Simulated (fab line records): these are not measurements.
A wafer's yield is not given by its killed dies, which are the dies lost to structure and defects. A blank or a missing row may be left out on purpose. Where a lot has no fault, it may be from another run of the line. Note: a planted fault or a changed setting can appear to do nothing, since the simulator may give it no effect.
fab line records | flow sky130
[record] lots = 6 wafers = 18 last_day = 50
route steps=708 shown METAL5@671 PASSIVATION@681 PAD_OPEN@694
lots that met no fault: from a run of the same line without faults
start_h: the number of hours between the record's first day and the start of the first shown wafer of the lot | wait_h: hours since the lot's step before | " repeats the value in the row above | L1.1+2: a single row standing in for several wafers | - value missing, or start not given | * or withheld: withheld | < > ~ a bound
route shown NAME@n: names a module that has steps shown in the file, with the first one's number in the route | usual: mean/standard deviation of fault-free wafers | same: alike in all rows | chamber/n: place in a boat | sites: per-site readings | _std_site: the standard deviation of these | _edge_site: mean of outer sites minus mean of inner sites | radius_mm: how far each site lies from the wafer's centre | mask NAME#n: copy n | behind: the tool/chamber that last shaped the wafer | hold: the reason the lot was held/the length of the hold in hours/how it ended | device: the transistor (n, p or np) that didn't switch | end of line: at the end of the route, the tests of the same wafers | for a step that has no rows: nothing shown but its recipe | killed: the dies lost at the first sort to structure and to defects; this is not the yield of the wafer | map: dies across one wafer; x = killed, . = not, _ = none there
set.NAME: the run value of the setting; set.NAME@STEP: its run value at that earlier step | model.NAME: the simulator's own value behind a step, which no gauge read
lots at some steps of the route; a table a step, a row a wafer
services: the hour from which a tool's chamber was out of use, counted from the record's first day as start_h (under 0 if before that day), plus the number of hours and why
[[steps]]
[step SKY_METAL5_SOFTBAKE_10]
[recipe] temp_c = 90 time_s = 60 resist = NOVOLAK
[step SKY_METAL5_EXPOSE_11]
[recipe] mask_id = MM5 na = 0.6 source_shape = conventional sigma_outer = 0.6 polarization = unpolarized target_cd_nm = 1600 dose_mj = 190
[step SKY_METAL5_PEB_12]
[recipe] temp_c = withheld time_s = * resist = NOVOLAK
[step SKY_METAL5_DEVELOP_13]
[recipe] resist = NOVOLAK developer = TMAH develop_time_s = 60 dev_temp_c = 23
[step SKY_METAL5_DESCUM_14]
[recipe] chemistry = O2 source_power_w = 150 bias_power_w = 0 pressure_mtorr = 10 temp_c = 40 time_s = 11
[usual] drypump_motor_current_A = 6.2/0.34 oes_product_au = 1.006/0.0086 rf_fwd_power_W = 147.1/0.62
// columns lot.wafer tool chamber start_h wait_h drypump_motor_current_A oes_product_au rf_fwd_power_W rf_hours_counter_h
L955.2 rie_metal-03 1 1073.58 0.1 5.7 1.001 146.7 7
L955.3 " 1 " " 5.7 0.999 146.7 -
L955.6 " 1 " " 5.7 0.998 146.4 -
L956.2 rie_metal-02 0 1084.88 0.1 6.4 1.003 146.5 -
L956.3 " 0 " " 6.4 1.006 146.8 -
L956.5 " 0 " " 6.4 0.998 147.4 -
L958.1 rie_metal-04 1 1086.62 0.1 6.5 1.002 147.8 11
L958.4 " 0 " " 5.9 1.013 146.7 -
L958.5 " 1 " " 6.5 1.005 147.6 -
L963.2 rie_metal-02 1 1122.68 0.1 6.1 0.997 147.8 9
L963.3 " 1 " " 6.1 1.002 147.8 -
L963.5 " 0 " " 6.3 1.012 146.9 -
L961.2 rie_metal-04 1 1127.52 0.1 6.6 1.006 147.7 16
L961.3 " 0 " " 5.9 1.017 147.0 -
L961.4 " 1 " " 6.6 1.004 147.5 -
L972.2 rie_metal-04 0 1156.33 0.1 5.9 1.012 147.3 17
L972.4 " 0 " " 5.8 1.015 146.7 -
L972.6 " 0 " " 5.8 1.012 147.2 -
[step SKY_METAL5_METAL_ETCH_15]
[recipe] target_depth_a = 12600 stop_on = SiO2 over_etch_frac = 0.2 time_s = 252 chemistry = Cl2/BCl3 resist_sidewall_deg = 86 pressure_mtorr = 10 icp_w = 900 bias_w = 48.5 Cl2_flow_sccm = 60 bcl3_flow_sccm = 30
[usual] drypump_motor_current_A = 6.2/0.34 oes_product_au = 0.894/0.005 rf_fwd_power_W = 898/3.3 throttle_valve_pct = 22.264/0.0094
// columns lot.wafer tool chamber start_h wait_h drypump_motor_current_A oes_product_au rf_fwd_power_W rf_hours_counter_h throttle_valve_pct
L955.2 rie_metal-03 1 1073.62 0.0 5.7 0.890 899 7 22.275
L955.3 " 1 " " 5.7 0.899 901 - 22.267
L955.6 " 1 " " 5.7 0.893 896 - 22.255
L956.2 rie_metal-02 0 1085.01 0.1 6.3 0.889 897 - 22.259
L956.3 " 0 " " 6.3 0.892 896 - 22.257
L956.5 " 0 " " 6.3 0.899 898 - 22.258
L958.1 rie_metal-04 1 1086.65 0.0 6.5 0.889 902 11 22.269
L958.4 " 0 " " 5.9 0.883 896 - 22.265
L958.5 " 1 " " 6.5 0.893 901 - 22.263
L963.2 rie_metal-02 1 1122.72 0.0 6.1 0.890 892 9 22.265
L963.3 " 1 " " 6.1 0.892 892 - 22.268
L963.5 " 0 " " 6.4 0.888 897 - 22.267
L961.2 rie_metal-04 1 1127.55 0.0 6.5 0.894 900 16 22.263
L961.3 " 0 " " 5.8 0.892 899 - 22.260
L961.4 " 1 " " 6.5 0.894 897 - 22.278
L972.2 rie_metal-04 0 1156.37 0.0 5.9 0.894 893 17 22.274
L972.4 " 0 " " 5.9 0.883 895 - 22.258
L972.6 " 0 " " 5.8 0.889 893 - 22.289
[step SKY_METAL5_STRIP_16]
[recipe] chemistry = O2/N2 power_w = 1421 pressure_mtorr = 1500 platen_temp_c = withheld o2_flow_sccm = 3000 n2_flow_sccm = 300 overash_fraction = 0.5
[usual] drypump_motor_current_A = 5.6/0.48 oes_product_au = 0.716/0.0046 strip_time_to_endpoint_s = 12.84/0.088
// columns lot.wafer tool chamber start_h wait_h drypump_motor_current_A oes_product_au rf_hours_counter_h strip_time_to_endpoint_s
L955.2 plasma_asher-04 0 1073.85 0.2 6.1 0.715 1 12.81
L955.3 " 0 " " 6.2 0.716 - 12.78
L955.6 " 0 " " 6.1 0.726 - 12.77
L956.2 plasma_asher-04 0 1085.40 0.3 6.1 0.720 2 12.78
L956.3 " 1 " " 6.2 0.710 - 12.86
L956.5 " 1 " " 6.1 0.714 - 12.81
L958.1 plasma_asher-02 0 1086.89 0.2 5.1 0.721 60 12.86
L958.4 " 0 " " 5.1 0.714 - 12.78
L958.5 " 0 " " 5.1 0.718 - 12.89
L963.2 plasma_asher-02 1 1122.95 0.2 5.4 0.711 64 12.99
L963.3 " 1 " " 5.4 0.719 - 12.87
L963.5 " 1 " " 5.3 0.715 - 12.81
L961.2 plasma_asher-02 1 1127.79 0.2 5.3 0.720 64 12.85
L961.3 " 1 " " 5.3 0.720 - 12.79
L961.4 " 0 " " 5.1 0.715 - 12.97
L972.2 plasma_asher-02 0 1156.60 0.2 5.1 0.720 67 12.77
L972.4 " 1 " " 5.4 0.714 - 12.69
L972.6 " 0 " " 5.1 0.719 - 12.80
[step SKY_METAL5_STRIP_17]
[recipe] chemistry = post_etch_residue_remover time_s = 1200 temp_c = 72.5
[step SKY_METAL5_CLEAN_18]
[recipe] chemistry = IPA time_s = 180 temp_c = 25
[step SKY_METAL5_CLEAN_19]
[recipe] chemistry = O3/DIW dry = n2_spin
[step SKY_PASSIVATION_CVD_00]
[recipe] material = SiO2 target_thk_nm = 90 temp_c = 400 time_s = withheld rf_w = 600
[step SKY_PASSIVATION_THK_MEAS_01]
[recipe] reads = SiO2_of_PASSIVATION_CVD_00
[usual] PASSIVATION_CVD_00_THK = 90.1/1.3
// columns lot.wafer tool chamber start_h wait_h PASSIVATION_CVD_00_THK[nm]
L955.2 film_metro-02 - 1074.48 - 89.9
L955.3 " - " " 89.4
L955.6 " - " " 91.1
L956.2 film_metro-01 - 1086.07 - 88.6
L956.3 " - " " 88.6
L956.5 " - " " 89.9
L958.1 film_metro-02 - 1087.52 - 91.6
L958.4 " - " " 92.2
L958.5 " - " " 94.0
L963.2 film_metro-01 - 1123.62 - 89.9
L963.3 " - " " 91.3
L963.5 " - " " 90.3
L961.2 film_metro-03 - 1128.45 - 91.2
L961.3 " - " " 91.5
L961.4 " - " " 92.5
L972.2 film_metro-03 - 1157.27 - 90.2
L972.4 " - " " 91.0
L972.6 " - " " 91.4
[step SKY_PASSIVATION_CVD_02]
[recipe] material = Si3N4 target_thk_nm = 540 temp_c = 400 time_s = withheld rf_w = 450
[usual] heater_power_w = 722/140 rf_fwd_power_W = 449.2/1.4
// columns lot.wafer tool chamber start_h wait_h heater_power_w rf_fwd_power_W model.Si3N4_of_PASSIVATION_CVD_02.thk_nm
L955.2 pecvd-01 1 1074.53 0.0 691 447.3 543
L955.3 " 0 " " 1033 450.7 537
L955.6 " 1 " " 723 447.5 549.6
L956.2 pecvd-04 1 1086.12 0.0 746 450.6 541.4
L956.3 " 2 " " 583 452.3 544.3
L956.5 " 0 " " 688 447.9 544.1
L958.1 pecvd-01 0 1087.58 0.1 1012 630.2 598.6
L958.4 " 2 " " 467 629.3 610.7
L958.5 " 1 " " 697 631.7 604.8
L963.2 pecvd-04 2 1123.67 0.0 567 451.1 543.8
L963.3 " 1 " " 771 449.8 532.5
L963.5 " 2 " " 587 447.9 545.1
L961.2 pecvd-01 1 1128.50 0.0 548 629.3 592.2
L961.3 " 2 " " 499 628.6 596.8
L961.4 " 0 " " 885 630.7 603.6
L972.2 pecvd-03 0 1157.32 0.0 728 449.4 538
L972.4 " 1 " " 755 447.0 548.5
L972.6 " 0 " " 758 449.4 550.3
[step SKY_PASSIVATION_THK_MEAS_03]
[recipe] reads = Si3N4_of_PASSIVATION_CVD_02
[usual] PASSIVATION_CVD_02_THK = 541/6.7
// columns lot.wafer tool chamber start_h wait_h PASSIVATION_CVD_02_THK[nm]
L955.2 film_metro-03 - 1074.77 - 543
L955.3 " - " " 537
L955.6 " - " " 550
L956.2 film_metro-02 - 1086.35 - 542
L956.3 " - " " 544
L956.5 " - " " 544
L958.1 film_metro-01 - 1087.80 - 598
L958.4 " - " " 611
L958.5 " - " " 605
L963.2 film_metro-02 - 1123.91 - 544
L963.3 " - " " 532
L963.5 " - " " 545
L961.2 film_metro-03 - 1128.73 - 592
L961.3 " - " " 597
L961.4 " - " " 604
L972.2 film_metro-02 - 1157.56 - 538
L972.4 " - " " 549
L972.6 " - " " 550
[step SKY_PASSIVATION_DEHYDRATE_04]
[recipe] temp_c = 200 time_s = 60
[step SKY_PASSIVATION_HMDS_05]
[recipe] prime_time_s = 60 prime_temp_c = 120
[step SKY_PASSIVATION_COAT_06]
[recipe] spin_rpm = 2000 resist_thk_nm = 3000
[step SKY_PASSIVATION_SOFTBAKE_07]
[recipe] temp_c = 110 time_s = withheld
[step SKY_PASSIVATION_EXPOSE_08]
[recipe] mask_id = NSM target_cd_nm = 3000 na = 0.57 dose_mj = 260
[step SKY_PASSIVATION_PEB_09]
[recipe] temp_c = 115 time_s = withheld
[step SKY_PASSIVATION_DEVELOP_10]
[recipe] develop_time_s = 60 dev_temp_c = 23
[step SKY_PASSIVATION_ETCH_11]
[recipe] chemistry = CF4/O2 target_depth_nm = 725 stop_on = AlCu source_w = 800 bias_w = 150 pressure_mtorr = 150 cf4_flow_sccm = 80 O2_flow_sccm = 10 time_s = 161.1
[usual] drypump_motor_current_A = 5.86/0.28 oes_product_au = 0.978/0.0066 rf_fwd_power_W = 796.4/2.5 throttle_valve_pct = 5.964/0.0096
// columns lot.wafer tool chamber start_h wait_h drypump_motor_current_A oes_product_au rf_fwd_power_W rf_hours_counter_h throttle_valve_pct model.PASSIVATION.feature_depth_nm model.etch.depth_nm
L955.2 rie_diel-04 0 1095.59 - 6.29 0.977 795.4 16 5.973 708 708
L955.3 " 2 " " 5.89 0.980 795.3 24 5.968 701.2 701.2
L955.6 " 2 " " 5.91 0.981 796.5 - 5.966 715.5 715.5
L956.2 rie_diel-04 1 1106.25 - 5.66 0.975 793.8 19 5.956 703.4 703.4
L956.3 " 3 " " 5.48 0.973 798.6 15 5.948 706.3 706.3
L956.5 " 1 " " 5.65 0.972 793.7 - 5.969 707.3 707.3
L958.1 rie_diel-03 1 1107.49 - 5.80 0.979 792.0 18 5.966 690.3 690.3
L958.4 " 3 " " 6.19 0.970 796.2 23 5.952 702.9 702.9
L958.5 " 0 " " 5.53 0.970 797.1 - 5.950 698.8 698.8
L963.2 rie_diel-03 2 1142.83 - 5.75 0.983 795.1 17 5.954 708.6 708.6
L963.3 " 3 " " 6.17 0.985 798.1 24 5.964 698.7 698.7
L963.5 " 3 " " 6.16 0.971 798.5 - 5.983 710.4 710.4
L961.2 rie_diel-03 2 1147.24 - 5.75 1.006 796.4 17 5.959 738.2 738.2
L961.3 " 3 " " 6.18 1.010 788.6 24 5.975 735.5 735.5
L961.4 " 1 " " 5.79 0.964 797.0 20 5.973 696.2 696.2
L972.2 rie_diel-03 0 1175.53 - 5.53 0.971 797.0 11 5.954 702.5 702.5
L972.4 " 2 " " 5.75 0.983 795.0 19 5.959 714.1 714.1
L972.6 " 0 " " 5.54 0.980 799.3 - 5.972 715.8 715.8
[step SKY_PASSIVATION_STRIP_12]
[recipe] chemistry = O2/N2 power_w = 1400 pressure_mtorr = 1500 platen_temp_c = withheld overash_fraction = 0.7 o2_flow_sccm = 3000 n2_flow_sccm = 300
[usual] drypump_motor_current_A = 5.4/0.33 oes_product_au = 0.661/0.0044 strip_time_to_endpoint_s = 31.53/0.11
// columns lot.wafer tool chamber start_h wait_h drypump_motor_current_A oes_product_au rf_hours_counter_h strip_time_to_endpoint_s
L955.2 plasma_asher-03 0 1095.69 0.1 5.3 0.653 99 31.71
L955.3 " 1 " " 5.9 0.658 - 31.79
L955.6 " 1 " " 5.9 0.655 - 31.73
L956.2 plasma_asher-02 0 1106.36 0.1 5.1 0.659 62 31.46
L956.3 " 1 " " 5.4 0.657 - 31.30
L956.5 " 0 " " 5.1 0.658 - 31.50
L958.1 plasma_asher-01 1 1107.59 0.1 4.9 0.660 37 31.50
L958.4 " 0 " " 5.7 0.659 - 31.46
L958.5 " 1 " " 4.9 0.656 - 31.57
L963.2 plasma_asher-03 0 1142.94 0.1 5.3 0.662 104 31.64
L963.3 " 0 " " 5.3 0.662 - 31.55
L963.5 " 1 " " 5.9 0.661 - 31.75
L961.2 plasma_asher-02 0 1147.34 0.1 5.1 0.661 66 31.51
L961.3 " 0 " " 5.1 0.653 - 31.53
L961.4 " 1 " " 5.4 0.656 - 31.46
L972.2 plasma_asher-02 1 1175.64 0.1 5.3 0.665 69 31.64
L972.4 " 1 " " 5.4 0.662 - 31.56
L972.6 " 0 " " 5.1 0.657 - 31.54
[step SKY_PAD_OPEN_DEHYDRATE_00]
[recipe] temp_c = 200 time_s = 60
[step SKY_PAD_OPEN_HMDS_01]
[recipe] prime_time_s = 60 prime_temp_c = 120
[step SKY_PAD_OPEN_COAT_02]
[recipe] spin_rpm = 2000 resist_thk_nm = 3000
[step SKY_PAD_OPEN_SOFTBAKE_03]
[recipe] temp_c = 110 time_s = withheld
[step SKY_PAD_OPEN_EXPOSE_04]
[recipe] mask_id = PDM target_cd_nm = 60000 na = 0.57 dose_mj = 260
[step SKY_PAD_OPEN_PEB_05]
[recipe] temp_c = 115 time_s = withheld
[step SKY_PAD_OPEN_DEVELOP_06]
[recipe] develop_time_s = 60 dev_temp_c = 23
[step SKY_PAD_OPEN_ETCH_07]
[recipe] chemistry = CF4/O2 target_depth_nm = 725 stop_on = AlCu source_w = 800 bias_w = 150 pressure_mtorr = 150 cf4_flow_sccm = 80 O2_flow_sccm = 10 time_s = 161.1
[usual] drypump_motor_current_A = 5.5/0.52 oes_product_au = 0.978/0.0069 rf_fwd_power_W = 797.0/2.7 throttle_valve_pct = 5.965/0.0089
// columns lot.wafer tool chamber start_h wait_h drypump_motor_current_A oes_product_au rf_fwd_power_W rf_hours_counter_h throttle_valve_pct model.PAD_OPEN.feature_depth_nm model.etch.depth_nm
L955.2 rie_diel-02 3 1115.35 - 5.5 0.975 796.3 20 5.966 708 708
L955.3 " 0 " " 4.8 0.976 801.2 10 5.960 701.2 701.2
L955.6 " 2 " " 4.7 0.980 796.3 - 5.985 707.7 707.7
L956.2 rie_diel-04 0 1126.45 - 6.3 0.975 794.1 17 5.959 703.4 703.4
L956.3 " 2 " " 5.9 0.976 797.8 26 5.958 706.3 706.3
L956.5 " 2 " " 5.9 0.967 796.6 - 5.958 707.3 707.3
L958.1 rie_diel-03 2 1127.87 - 5.8 0.966 794.5 17 5.956 690.3 690.3
L958.4 " 3 " " 6.2 0.976 794.7 24 5.975 702.9 702.9
L958.5 " 1 " " 5.8 0.971 795.7 - 5.953 698.8 698.8
L963.2 rie_diel-03 3 1161.39 - 6.2 0.985 794.7 25 5.969 708.6 708.6
L963.3 " 1 " " 5.8 0.971 796.5 20 5.975 698.7 698.7
L963.5 " 1 " " 5.8 0.981 798.3 - 5.963 710.4 710.4
L961.2 rie_diel-03 0 1164.94 - 5.6 1.000 796.8 10 5.973 726.3 726.3
L961.3 " 2 " " 5.7 1.009 793.3 18 5.978 739 739
L961.4 " 1 " " 5.9 0.964 799.6 20 5.951 696.2 696.2
L972.2 rie_diel-03 1 1191.04 - 5.8 0.974 794.2 21 5.966 702.5 702.5
L972.4 " 0 " " 5.5 0.987 797.1 11 5.956 714.1 714.1
L972.6 " 3 " " 6.2 0.986 798.5 - 5.970 715.8 715.8
[step SKY_PAD_OPEN_STRIP_08]
[recipe] chemistry = O2/N2 power_w = 1400 pressure_mtorr = 1500 platen_temp_c = withheld overash_fraction = 0.7 o2_flow_sccm = 3000 n2_flow_sccm = 300
[usual] drypump_motor_current_A = 5.7/0.43 oes_product_au = 0.663/0.0042 strip_time_to_endpoint_s = 37.07/0.1
// columns lot.wafer tool chamber start_h wait_h drypump_motor_current_A oes_product_au rf_hours_counter_h strip_time_to_endpoint_s
L955.2 plasma_asher-03 0 1115.46 0.1 5.3 0.668 101 37.05
L955.3 " 0 " " 5.3 0.669 - 37.12
L955.6 " 1 " " 5.9 0.660 - 37.19
L956.2 plasma_asher-04 0 1126.56 0.1 6.1 0.653 6 36.96
L956.3 " 0 " " 6.1 0.665 - 36.91
L956.5 " 0 " " 6.2 0.666 - 36.94
L958.1 plasma_asher-03 0 1127.97 0.1 5.3 0.662 102 37.09
L958.4 " 1 " " 5.9 0.665 - 37.03
L958.5 " 0 " " 5.3 0.665 - 37.14
L963.2 plasma_asher-04 0 1161.49 0.1 6.1 0.670 10 37.05
L963.3 " 0 " " 6.1 0.662 - 37.07
L963.5 " 1 " " 6.2 0.667 - 37.22
L961.2 plasma_asher-01 0 1165.04 0.1 5.8 0.665 43 36.96
L961.3 " 1 " " 5.0 0.666 - 36.99
L961.4 " 0 " " 5.7 0.663 - 37.06
L972.2 plasma_asher-01 0 1191.14 0.1 5.7 0.668 45 37.08
L972.4 " 0 " " 5.7 0.659 - 36.90
L972.6 " 0 " " 5.7 0.656 - 37.08
[step SKY_PAD_OPEN_STRIP_09]
[recipe] chemistry = post_etch_residue_remover time_s = 1200 temp_c = 72.5
// columns lot.wafer tool chamber start_h wait_h model.Si3N4_of_PASSIVATION_CVD_02.thk_nm
L955.2 wet_bench-01 2 1115.56 0.1 542.7
L955.3 " 2 " " 536.6
L955.6 " 2 " " 549.3
L956.2 wet_bench-01 1 1126.66 0.1 541
L956.3 " 1 " " 544
L956.5 " 1 " " 543.7
L958.1 wet_bench-02 0 1128.07 0.1 598.2
L958.4 " 0 " " 610.3
L958.5 " 0 " " 604.4
L963.2 wet_bench-01 2 1161.59 0.1 543.4
L963.3 " 2 " " 532.1
L963.5 " 2 " " 544.7
L961.2 wet_bench-02 2 1165.18 0.1 591.9
L961.3 " 2 " " 596.5
L961.4 " 2 " " 603.3
L972.2 wet_bench-02 0 1191.24 0.1 537.6
L972.4 " 0 " " 548.2
L972.6 " 0 " " 549.9
[step SKY_PAD_OPEN_CLEAN_10]
[recipe] chemistry = IPA time_s = 180 temp_c = 25
[step SKY_PAD_OPEN_PROBE_99]
[usual] defect_limited_yield = 82.4/2.1 killed_at_M0_to_M3 = 44/7.4 killed_at_M4_up = 3.2/2 killed_at_contacts = 24/5.1 killed_at_front_end = 15/4.8 killed_at_other = 0.2/0.46 killed_dies = 86/10 killed_open = 47/7.5 killed_short = 39/7 sort_bin_3_pad_short = 0.9/0.4 sort_bin_5_function = 10.4/1.5 sort_bin_6_memory = 6.3/1.2 sort_n_pass = 406/10 sort_yield_pct = 82.4/2.1
[same] gross_dies = 492 killed_at_back_side = 0 sort_bin_4_leakage[%] = 0 sort_bin_8_speed[%] = 0
// columns lot.wafer tool chamber start_h wait_h defect_limited_yield[%] killed_at_M0_to_M3 killed_at_M4_up killed_at_contacts killed_at_front_end killed_at_other killed_dies killed_open killed_short sort_bin_3_pad_short[%] sort_bin_5_function[%] sort_bin_6_memory[%] sort_n_pass sort_yield_pct[%]
L955.2 prober-02 - 1117.75 0.1 80.1 48 1 21 28 0 98 49 49 1.2 13.2 5.5 394 80.1
L955.3 prober-02 - 1117.80 0.2 80.3 47 3 31 16 0 97 56 41 1.6 11.8 6.3 395 80.3
L955.6 prober-02 - 1117.95 0.2 86.0 45 2 12 10 0 69 35 34 0.8 9.6 3.7 423 86.0
L956.2 prober-01 - 1128.82 0.1 84.1 32 5 33 8 0 78 44 34 1.0 7.9 6.9 414 84.1
L956.3 prober-01 - 1128.87 0.2 83.1 47 0 21 15 0 83 52 31 0.4 10.8 5.7 409 83.1
L956.5 prober-01 - 1128.97 0.2 85.2 32 1 31 9 0 73 39 34 0.2 7.9 6.7 419 85.2
L958.1 prober-02 - 1130.18 0.1 83.7 37 3 23 17 0 80 42 38 1.2 8.7 6.3 412 83.7
L958.4 prober-02 - 1130.33 0.2 81.9 42 5 29 12 1 89 50 38 1.2 10.6 6.3 403 81.9
L958.5 prober-02 - 1130.38 0.2 80.7 47 5 25 18 0 95 45 49 1.6 12.4 5.3 397 80.7
// killed by level:class
L955.2 VIA1:geometric_particle:open=13 POLY_GATE:geometric_particle:short=9 CONTACT:geometric_particle:open=8 VIA1:geometric_particle:short=7 FIELD_ISO:geometric_particle:open=6 METAL1:geometric_particle:short=6 METAL2:geometric_particle:short=6 FIELD_ISO:geometric_particle:short=5
L955.3 VIA1:geometric_particle:open=11 LI_CONTACT:geometric_particle:open=9 CONTACT:geometric_particle:open=9 VIA2:geometric_particle:open=8 METAL1:geometric_particle:short=7 VIA3:geometric_particle:open=6 FIELD_ISO:geometric_particle:open=5 FIELD_ISO:geometric_particle:short=5
L955.6 VIA1:geometric_particle:open=12 VIA2:geometric_particle:open=10 FIELD_ISO:geometric_particle:short=6 VIA1:geometric_particle:short=4 METAL2:geometric_particle:short=4 VIA2:geometric_particle:short=4 LOCAL_INTERCONNECT:geometric_particle:short=3 CONTACT:geometric_particle:short=3
L956.2 CONTACT:geometric_particle:open=12 LI_CONTACT:geometric_particle:open=9 METAL1:geometric_particle:short=8 CONTACT:geometric_particle:short=7 VIA3:geometric_particle:open=7 POLY_GATE:geometric_particle:open=6 VIA1:geometric_particle:open=6 METAL4:geometric_particle:short=5
L956.3 LI_CONTACT:geometric_particle:open=8 VIA1:geometric_particle:open=8 VIA1:geometric_particle:short=8 VIA3:geometric_particle:open=7 CONTACT:geometric_particle:open=7 VIA2:geometric_particle:open=6 POLY_GATE:geometric_particle:open=5 METAL2:geometric_particle:short=4
L956.5 CONTACT:geometric_particle:open=13 CONTACT:geometric_particle:short=8 VIA2:geometric_particle:open=6 LI_CONTACT:geometric_particle:open=5 VIA1:geometric_particle:open=5 VIA1:geometric_particle:short=4 LOCAL_INTERCONNECT:geometric_particle:short=4 METAL2:geometric_particle:short=4
L958.1 VIA1:geometric_particle:open=10 CONTACT:geometric_particle:open=7 VIA2:geometric_particle:open=7 FIELD_ISO:geometric_particle:open=6 LI_CONTACT:geometric_particle:open=6 CONTACT:geometric_particle:short=5 METAL3:geometric_particle:short=5 FIELD_ISO:geometric_particle:short=4
L958.4 LI_CONTACT:geometric_particle:open=12 CONTACT:geometric_particle:open=9 VIA1:geometric_particle:open=7 METAL2:geometric_particle:short=6 VIA2:geometric_particle:open=6 POLY_GATE:geometric_particle:short=5 LOCAL_INTERCONNECT:geometric_particle:short=5 METAL3:geometric_particle:open=5
L958.5 LI_CONTACT:geometric_particle:open=9 METAL1:geometric_particle:short=9 CONTACT:geometric_particle:open=7 VIA1:geometric_particle:short=6 VIA1:geometric_particle:open=6 VIA2:geometric_particle:open=5 METAL3:geometric_particle:short=5 POLY_GATE:geometric_particle:open=4
[[services]]
// columns tool chamber start_h hours kind
pecvd-01 1 1051.46 5.1 repair
plasma_asher-04 - 1055.25 9.0 pm
plasma_asher-04 0 1055.25 9.0 vent_cycle
plasma_asher-04 1 1055.25 9.0 vent_cycle
plasma_asher-03 - 1069.45 7.2 repair
rie_diel-02 3 1073.81 6.2 repair
rie_diel-04 0 1075.78 6.2 repair
rie_metal-02 1 1077.07 14.7 repair
rie_diel-03 2 1083.86 6.2 repair
rie_metal-03 - 1084.44 2.8 pm
plasma_asher-01 - 1088.18 14.6 pm
rie_diel-03 0 1089.61 4.8 repair
rie_metal-04 - 1096.20 4.3 pm
plasma_asher-01 - 1108.76 0.9 repair
rie_diel-03 - 1121.58 0.9 repair
rie_diel-02 3 1129.41 3.9 repair
rie_diel-02 2 1133.10 6.2 repair
plasma_asher-04 - 1135.16 2.7 repair
pecvd-04 - 1138.05 0.7 repair
rie_diel-04 0 1160.60 6.8 repair
rie_diel-04 3 1163.93 3.5 repair
plasma_asher-01 - 1179.68 2.8 pm
rie_diel-02 1 1184.28 20.6 repair
rie_diel-04 1 1190.17 7.6 repair
[[key]]
[first_sign] step = SKY_PASSIVATION_CVD_02 reading = rf_fwd_power_W direction = up sigmas = 99+ usual = 449.2 struck = 630.0
[effect] step = SKY_PASSIVATION_THK_MEAS_03 reading = PASSIVATION_CVD_02_THK direction = up sigmas = 9 usual = 541 struck = 601
[model_effect] step = SKY_PASSIVATION_CVD_02 value = Si3N4_of_PASSIVATION_CVD_02.thk_nm without = 543.8 struck = 601.1
[model_effect] step = SKY_PASSIVATION_ETCH_11 value = PASSIVATION.feature_depth_nm without = 710.7 struck = 710.3
[model_effect] step = SKY_PAD_OPEN_ETCH_07 value = PAD_OPEN.feature_depth_nm without = 710.7 struck = 708.9
[model_effect] step = SKY_PAD_OPEN_STRIP_09 value = Si3N4_of_PASSIVATION_CVD_02.thk_nm without = 543.4 struck = 600.8
met_at SKY_PASSIVATION_CVD_02
struck_wafers L958.1,L958.4,L958.5,L961.2,L961.3,L961.4
onset_between 1074.53 1087.58
[fault] kind = process_parameter_drift tool = pecvd-01 chamber = - onset_h = 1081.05 steps = SKY_PASSIVATION_CVD_02 channel = rf_w offset = 180 shape = step end_h = 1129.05 acts_in = these_recipes_only stated = 450
